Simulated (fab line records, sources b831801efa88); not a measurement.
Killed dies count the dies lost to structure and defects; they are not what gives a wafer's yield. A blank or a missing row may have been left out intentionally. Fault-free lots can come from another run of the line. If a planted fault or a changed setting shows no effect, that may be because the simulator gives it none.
What tool caused it? | flow gf180mcu | 13 lots, 39 wafers sampled, at 6 steps of a route of 602

== WHAT THE GAUGES SHOWED, per wafer ==
GF_HV_LDD_OVL_MEAS_08.
lot  | measured     | on         | HV_LDD_OVL (nm)
L456 | day 9 18:08  | overlay-01 | 1.1 1.2 -0.4
L458 | day 10 07:23 | overlay-02 | -4.0 -1.9 -2.6
L461 | day 11 15:10 | overlay-02 | -2.0 -2.6 -3.3
L460 | day 11 16:22 | overlay-02 | -2.7 -2.1 -1.4
L462 | day 12 03:37 | overlay-02 | -2.1 -3.4 -2.0
L468 | day 14 03:07 | overlay-01 | 0.5 0.2 0.2
L470 | day 14 08:34 | overlay-02 | 0.8 -1.2 0.6
L471 | day 14 22:25 | overlay-02 | -2.8 -2.5 -2.9
L474 | day 15 13:22 | overlay-02 | -6.6 -4.5 -5.7
L475 | day 15 19:07 | overlay-01 | 0.5 0.7 -1.1
L477 | day 16 04:05 | overlay-01 | 2.0 1.7 1.3
L478 | day 16 11:08 | overlay-01 | -3.8 -5.4 -4.7
L479 | day 16 18:07 | overlay-02 | -1.7 -1.1 -1.0

GF_HV_LDD_TW_MEAS_11.
lot  | measured     | on            | HV_LDD_TW
L456 | day 9 18:25  | film-metro-03 | 2421 2423 2425
L458 | day 10 07:41 | film-metro-02 | 2392 2400 2389
L461 | day 11 15:28 | film-metro-03 | 2406 2391 2395
L460 | day 11 16:40 | film-metro-03 | 2403 2402 2411
L462 | day 12 03:55 | film-metro-02 | 2386 2358 2386
L468 | day 14 03:25 | film-metro-01 | 2418 2406 2412
L470 | day 14 08:52 | film-metro-03 | 2403 2403 2409
L471 | day 14 22:43 | film-metro-02 | 2393 2393 2387
L474 | day 15 13:40 | film-metro-02 | 2389 2390 2399
L475 | day 15 19:25 | film-metro-01 | 2406 2408 2383
L477 | day 16 04:23 | film-metro-03 | 2400 2404 2399
L478 | day 16 11:25 | film-metro-01 | 2393 2393 2402
L479 | day 16 18:25 | film-metro-02 | 2395 2402 2397

GF_HV_LDD_CD_MEAS_31: target cd 400 nm.
lot  | measured     | on        | cd-nm (nm)
L456 | day 11 06:14 | cd-sem-01 | 402.8 403.1 403.5
L458 | day 11 20:02 | cd-sem-02 | 397.5 399.2 395.8
L461 | day 13 04:31 | cd-sem-01 | 400.5 400.6 400.9
L460 | day 13 05:48 | cd-sem-02 | 399.5 399.0 399.2
L462 | day 13 16:37 | cd-sem-02 | 401.3 403.1 402.6
L468 | day 15 21:57 | cd-sem-02 | - - -
L470 | day 16 03:51 | cd-sem-01 | 400.4 399.0 400.5
L471 | day 16 18:27 | cd-sem-01 | 398.8 397.2 399.0
L474 | day 17 09:36 | cd-sem-02 | 396.7 399.0 399.4
L475 | day 17 15:39 | cd-sem-02 | 399.6 399.0 397.9
L477 | day 18 01:42 | cd-sem-01 | 402.1 399.7 402.0
L478 | day 18 08:43 | cd-sem-02 | 403.1 400.9 402.0
L479 | day 18 17:18 | cd-sem-01 | 399.3 398.8 399.9

GF_HV_LDD_TW_MEAS_38.
lot  | measured     | on            | HV_LDD_3_TW
L456 | day 11 07:04 | film-metro-01 | 1438 1430 1432
L458 | day 11 20:53 | film-metro-01 | 1442 1434 1433
L461 | day 13 05:22 | film-metro-01 | 1428 1426 1431
L460 | day 13 06:40 | film-metro-03 | 1436 1439 1435
L462 | day 13 17:28 | film-metro-01 | 1429 1426 1428
L468 | day 15 22:49 | film-metro-01 | 30 30 30
L470 | day 16 04:43 | film-metro-03 | 1428 1427 1431
L471 | day 16 19:19 | film-metro-01 | 1424 1424 1422
L474 | day 17 10:28 | film-metro-03 | 1445 1436 1439
L475 | day 17 16:31 | film-metro-01 | 1432 1423 1427
L477 | day 18 02:34 | film-metro-02 | 1422 1420 1420
L478 | day 18 09:34 | film-metro-03 | 1433 1418 1427
L479 | day 18 18:10 | film-metro-02 | 1416 1422 1421

== TOOL THAT RAN EACH LOT (tool first, then ch and the chambers of the sampled wafers, then the start) ==
lot  | GF_POLY_GATE_ETCH_12               | GF_HV_LDD_EXPOSE_28
L456 | rie-diel-04 ch 2,3, day 8 23:52    | iline-stepper-01 ch 0, day 10 21:42
L458 | rie-diel-02 ch 1,2,3, day 9 12:04  | iline-stepper-01 ch 0, day 11 11:10
L461 | rie-diel-04 ch 1,2, day 10 18:31   | iline-stepper-01 ch 0, day 12 19:05
L460 | rie-diel-03 ch 0,1,3, day 10 20:28 | iline-stepper-01 ch 0, day 12 20:12
L462 | rie-diel-04 ch 2,3, day 11 01:58   | iline-stepper-01 ch 0, day 13 07:33
L468 | rie-diel-02 ch 0,1,3, day 13 01:25 | iline-stepper-01 ch 0, day 15 11:17
L470 | rie-diel-03 ch 1,3, day 13 10:14   | iline-stepper-01 ch 0, day 15 16:48
L471 | rie-diel-04 ch 0,1,2, day 14 00:23 | iline-stepper-01 ch 0, day 16 07:48
L474 | rie-diel-03 ch 1,3, day 14 14:43   | iline-stepper-01 ch 0, day 16 23:00
L475 | rie-diel-04 ch 1,3, day 14 19:55   | iline-stepper-01 ch 0, day 17 04:45
L477 | rie-diel-02 ch 0,2,3, day 15 04:47 | iline-stepper-01 ch 0, day 17 14:14
L478 | rie-diel-04 ch 0,3, day 15 11:44   | iline-stepper-02 ch 0, day 17 21:27
L479 | rie-diel-04 ch 2,3, day 15 17:14   | iline-stepper-01 ch 0, day 18 05:50
- GF_POLY_GATE_ETCH_12: etches BARC in N2/H2.
- GF_HV_LDD_EXPOSE_28: exposes mask Nplus HV AREA, target cd 400 nm.

== WHAT THE TOOLS THEMSELVES READ (means of the sampled wafers that have a number; where no wafer has one, the mark that the record gives instead) ==
GF_POLY_GATE_ETCH_12.
lot  | tool        | drypump-motor-current-A (A) | oes-product-au (a.u.) | throttle-valve-pct (%)
L456 | rie-diel-04 | 5.8                         | 0.738                 | 13.214
L458 | rie-diel-02 | 5.7                         | 0.730                 | 13.213
L461 | rie-diel-04 | 5.6                         | 0.737                 | 13.212
L460 | rie-diel-03 | 5.7                         | 0.740                 | 13.219
L462 | rie-diel-04 | 5.8                         | 0.740                 | 13.218
L468 | rie-diel-02 | 5.5                         | 0.735                 | 13.217
L470 | rie-diel-03 | 6.0                         | 0.735                 | 13.213
L471 | rie-diel-04 | 5.8                         | 0.737                 | 13.210
L474 | rie-diel-03 | 6.0                         | 0.731                 | 13.214
L475 | rie-diel-04 | 6.0                         | 0.734                 | 13.219
L477 | rie-diel-02 | 5.3                         | 0.738                 | 13.216
L478 | rie-diel-04 | 6.1                         | 0.738                 | 13.215
L479 | rie-diel-04 | 5.8                         | 0.730                 | 13.220

== THE ANSWER, worked out from the rows above alone ==
Rule: what is usual is taken from the lots themselves. The widest of any qualifying gaps counts: lots, ordered by their means at a reading, are off when they make up no more than a third of the lots, leave a main group of 4 or more, and stand apart from it by 3 or more times the standard deviation of that group's means. A main group is skipped when, at the precision printed for the reading in the tables above, its means are all equal. A lot without any number at a reading at which 4 lots or more have one is off too. The other lots that the step has rows for count as sound. Order of review: gauges by route order, followed by the tools' own readings, for which a lot's mean as printed above is used. At the first step where some lot is off, the reading lying furthest off is the one used; lots without a number count as furthest.
Off: L468, at GF_HV_LDD_CD_MEAS_31 (cd-nm). Without a number there: L468. The main group: mean 400.1 nm, standard deviation 1.7.
A tool fits if, at a process step before that reading, it ran every lot that is off, and no sound lot after the first of them. Not tried: the gauges at GF_HV_LDD_CD_MEAS_31; whatever is off there is also off at GF_HV_LDD_TW_MEAS_38, on other tools, and gauge error can't account for it. Not one of the candidates tried fits.

== WHAT THE SIMULATOR PUT IN ==
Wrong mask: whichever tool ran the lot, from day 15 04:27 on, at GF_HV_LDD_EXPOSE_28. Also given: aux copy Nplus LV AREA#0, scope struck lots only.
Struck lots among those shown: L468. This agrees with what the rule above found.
